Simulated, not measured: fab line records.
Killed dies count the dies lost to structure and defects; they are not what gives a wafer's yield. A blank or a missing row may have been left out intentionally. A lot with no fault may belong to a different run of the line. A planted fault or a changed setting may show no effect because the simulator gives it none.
What tool caused it? ; flow sky130 ; 10 lots with 29 wafers sampled at 7 steps, on a route of 708 steps

## WHAT THE GAUGES READ, wafer by wafer
SKY_VIA3_RS_MEAS_22: the measuring method here is four-point-probe. Usual: VIA3_W_RS 0.2950 ohm/sq, standard deviation 0.0024.
lot;measured;on;VIA3_W_RS (ohm/sq);flag
L312;day 39 16:29;film-metro-03;0.2940 0.2951 0.2921;
L313;day 40 08:11;film-metro-02;0.2979 0.2932 0.2980;
L314;day 40 13:04;film-metro-03;0.2904 0.2914 0.2927;
L316;day 40 21:00;film-metro-03;0.2923 0.2953 0.2940;
L323;day 42 20:37;film-metro-04;0.2922 0.2928 0.2934;
L324;day 43 00:17;film-metro-03;0.2938 0.2303 0.2965;OFF
L325;day 43 11:34;film-metro-04;0.2999 0.2330 0.2980;OFF
L327;day 43 17:26;film-metro-02;0.2299 0.2287;OFF
L329;day 44 13:43;film-metro-03;0.2904 0.2910 0.2940;
L335;day 46 01:41;film-metro-03;0.2943 0.2938 0.2969;

SKY_VIA3_THK_MEAS_23: measures by xrf. Usual: VIA3_W_THK 386 nm, standard deviation 6.1.
lot;measured;on;VIA3_W_THK (nm);flag
L312;day 39 16:36;film-metro-03;395 390 394;
L313;day 40 08:16;film-metro-02;377 380 376;
L314;day 40 13:10;film-metro-03;391 390 387;
L316;day 40 21:07;film-metro-03;391 385 387;
L323;day 42 20:43;film-metro-04;389 385 387;
L324;day 43 00:24;film-metro-03;390 498 385;OFF
L325;day 43 11:41;film-metro-04;376 476 375;OFF
L327;day 43 17:32;film-metro-02;478 474;OFF
L329;day 44 13:49;film-metro-03;401 397 395;
L335;day 46 01:48;film-metro-03;394 394 394;

SKY_METAL5_RS_MEAS_05: the measuring method here is four-point-probe. Usual: METAL5_ALCU_RS 0.0271 ohm/sq, standard deviation 0.00035.
lot;measured;on;METAL5_ALCU_RS (ohm/sq);flag
L312;day 42 19:28;film-metro-02;0.0273 0.0274 0.0278;
L313;day 43 11:50;film-metro-01;0.0272 0.0268 0.0273;
L314;day 43 15:57;film-metro-01;0.0263 0.0267 0.0264;
L316;day 43 23:44;film-metro-01;0.0273 0.0268 0.0267;
L323;day 45 19:41;film-metro-02;0.0267 0.0269 0.0270;
L324;day 46 00:18;film-metro-04;0.0273 0.0273 0.0279;
L325;day 46 11:06;film-metro-02;0.0270 0.0274 0.0271;
L327;day 46 15:58;film-metro-02;0.0266 0.0271;
L329;day 47 08:13;film-metro-04;0.0274 0.0269 0.0270;
L335;day 48 17:28;film-metro-04;0.0268 0.0273 0.0275;

## EACH LOT AND THE TOOL THAT RAN IT (in order: tool; ch and the chambers of the sampled wafers; start)
lot;SKY_LI_CONTACT_ETCH_14;SKY_LI_CONTACT_SPUTTER_20;SKY_VIA3_CVD_21;SKY_VIA3_CMP_24
L312;rie-diel-02 ch 1,2,3, day 29 04:00;pvd-sputter-03, day 29 04:30;cvd-w-02 ch 1, day 39 16:14;cmp-02 ch 2,3, day 39 16:43
L313;rie-diel-02 ch 1,2,3, day 29 22:00;pvd-sputter-02, day 29 22:29;cvd-w-02 ch 0,1, day 40 08:02;cmp-01 ch 1,2,3, day 40 08:36
L314;rie-diel-03 ch 1,3, day 30 05:47;pvd-sputter-03, day 30 06:19;cvd-w-02 ch 0,1, day 40 12:56;cmp-01 ch 0,1,2, day 40 13:18
L316;rie-diel-03 ch 0,1,3, day 30 14:30;pvd-sputter-04, day 30 15:00;cvd-w-02 ch 0,1, day 40 20:51;cmp-01 ch 0,1,2, day 40 21:10
L323;rie-diel-01 ch 0,2, day 32 17:17;pvd-sputter-02, day 32 17:46;cvd-w-02 ch 0,1, day 42 20:30;cmp-02 ch 0,1,2, day 42 20:49
L324;rie-diel-01 ch 0,1,2, day 32 21:20;pvd-sputter-02, day 32 21:49;cvd-w-02 ch 0,1, day 43 00:10;cmp-02 ch 1,2,3, day 43 00:28
L325;rie-diel-01 ch 0,2,3, day 33 09:50;pvd-sputter-04, day 33 10:22;cvd-w-02 ch 0,1, day 43 11:26;cmp-01 ch 0,2,3, day 43 11:44
L327;rie-diel-02 ch 0,3, day 33 18:47;pvd-sputter-02, day 33 19:17;cvd-w-02 ch 0, day 43 17:19;cmp-02 ch 1,2, day 43 17:35
L329;rie-diel-03 ch 1,2, day 34 17:24;pvd-sputter-03, day 34 17:54;cvd-w-01 ch 0,1, day 44 13:35;cmp-01 ch 0,1,2, day 44 13:51
L335;rie-diel-02 ch 0,1, day 36 11:44;pvd-sputter-02, day 36 12:16;cvd-w-01 ch 0,1, day 46 01:32;cmp-02 ch 1,2,3, day 46 01:54
- SKY_LI_CONTACT_ETCH_14: etches BARC in N2/H2, stops on SiO2, time 45.9 s, target depth 60 nm.
- SKY_LI_CONTACT_SPUTTER_20: material TiN, target thk 20 nm, time 80 s.
- SKY_VIA3_CVD_21: deposits W, target thk 390 nm, time 117.31 s.
- SKY_VIA3_CMP_24: polishes, stops on SiO2, t overpolish 20 s, target thk 0 nm.

## AS READ BY THE TOOLS THEMSELVES (means over the sampled wafers that have a number; for cases with no such wafer, the mark the record gives instead)
SKY_LI_CONTACT_ETCH_14. Usual: drypump-motor-current-A 5.8 A, standard deviation 0.41; n2-flow-sccm 100.02 sccm, standard deviation 0.3; oes-product-au 0.855 a.u., standard deviation 0.0045; throttle-valve-pct 13.223 %, standard deviation 0.0088.
lot;tool;drypump-motor-current-A (A);n2-flow-sccm (sccm);oes-product-au (a.u.);throttle-valve-pct (%);flag
L312;rie-diel-02;5.6;100.05;0.856;13.225;
L313;rie-diel-02;5.6;99.97;0.854;13.221;
L314;rie-diel-03;5.8;100.18;0.855;13.226;
L316;rie-diel-03;6.0;100.26;0.854;13.230;
L323;rie-diel-01;5.8;99.80;0.856;13.227;
L324;rie-diel-01;5.9;100.06;0.857;13.212;
L325;rie-diel-01;5.8;100.12;0.856;13.232;
L327;rie-diel-02;5.8;99.96;0.855;13.218;
L329;rie-diel-03;5.8;100.05;0.854;13.239;
L335;rie-diel-02;5.4;100.11;0.853;13.223;

SKY_LI_CONTACT_SPUTTER_20. Usual: throttle-valve-pct reads 29.9 % (standard deviation 1).
lot;tool;throttle-valve-pct (%);flag
L312;pvd-sputter-03;30.4;
L313;pvd-sputter-02;29.9;
L314;pvd-sputter-03;29.6;
L316;pvd-sputter-04;30.3;
L323;pvd-sputter-02;29.5;
L324;pvd-sputter-02;29.3;
L325;pvd-sputter-04;29.4;
L327;pvd-sputter-02;31.0;
L329;pvd-sputter-03;29.6;
L335;pvd-sputter-02;29.5;

SKY_VIA3_CVD_21. Usual: heater-power-w reads 800 W (standard deviation 45).
lot;tool;heater-power-w (W);flag
L312;cvd-w-02;742;
L313;cvd-w-02;803;
L314;cvd-w-02;786;
L316;cvd-w-02;765;
L323;cvd-w-02;813;
L324;cvd-w-02;797;
L325;cvd-w-02;804;
L327;cvd-w-02;842;
L329;cvd-w-01;805;
L335;cvd-w-01;815;

SKY_VIA3_CMP_24. Usual: motor-current-A 11.4 A, standard deviation 1.4; time-to-endpoint-s 95 s, standard deviation 3.8.
lot;tool;motor-current-A (A);time-to-endpoint-s (s);flag
L312;cmp-02;12.7;87;
L313;cmp-01;10.1;97;
L314;cmp-01;10.5;94;
L316;cmp-01;10.5;97;
L323;cmp-02;11.9;98;
L324;cmp-02;12.0;105;
L325;cmp-01;10.5;106;
L327;cmp-02;11.3;116;OFF
L329;cmp-01;10.6;99;
L335;cmp-02;12.4;94;

## THE ANSWER, worked out from the rows above alone
Rule: a lot counts as off when the mean over its wafers that have a number is more than 3 standard deviations away from the usual mean. Also off: a lot with no number at a reading for which 4 or more lots have one. Any other lot the step has rows for is counted as sound. After the gauges, taken in route order, come the tools' own readings; for these a lot's mean is taken, as printed above. The first step at which some lot is off is used, and at that step the reading that is off furthest; a lot without a number counts as furthest.
Off: L324, L325, L327, seen at SKY_VIA3_RS_MEAS_22 (VIA3_W_RS).
If a tool, at a process step before that reading, ran all the lots that are off and no sound lot after the first of them, it fits. Those tools and the gauges at SKY_VIA3_RS_MEAS_22 are tried in the same way. One candidate fits, namely cvd-w-02 at SKY_VIA3_CVD_21. Its last sound lot is L323 (day 42 20:30), its first lot that is off L324 (day 43 00:10): a fault that began between those two fits.

## WHAT THE SIMULATOR PUT IN
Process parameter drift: cvd-w-02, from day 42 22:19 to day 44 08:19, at SKY_VIA3_CVD_21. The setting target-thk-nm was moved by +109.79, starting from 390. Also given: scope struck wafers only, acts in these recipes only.
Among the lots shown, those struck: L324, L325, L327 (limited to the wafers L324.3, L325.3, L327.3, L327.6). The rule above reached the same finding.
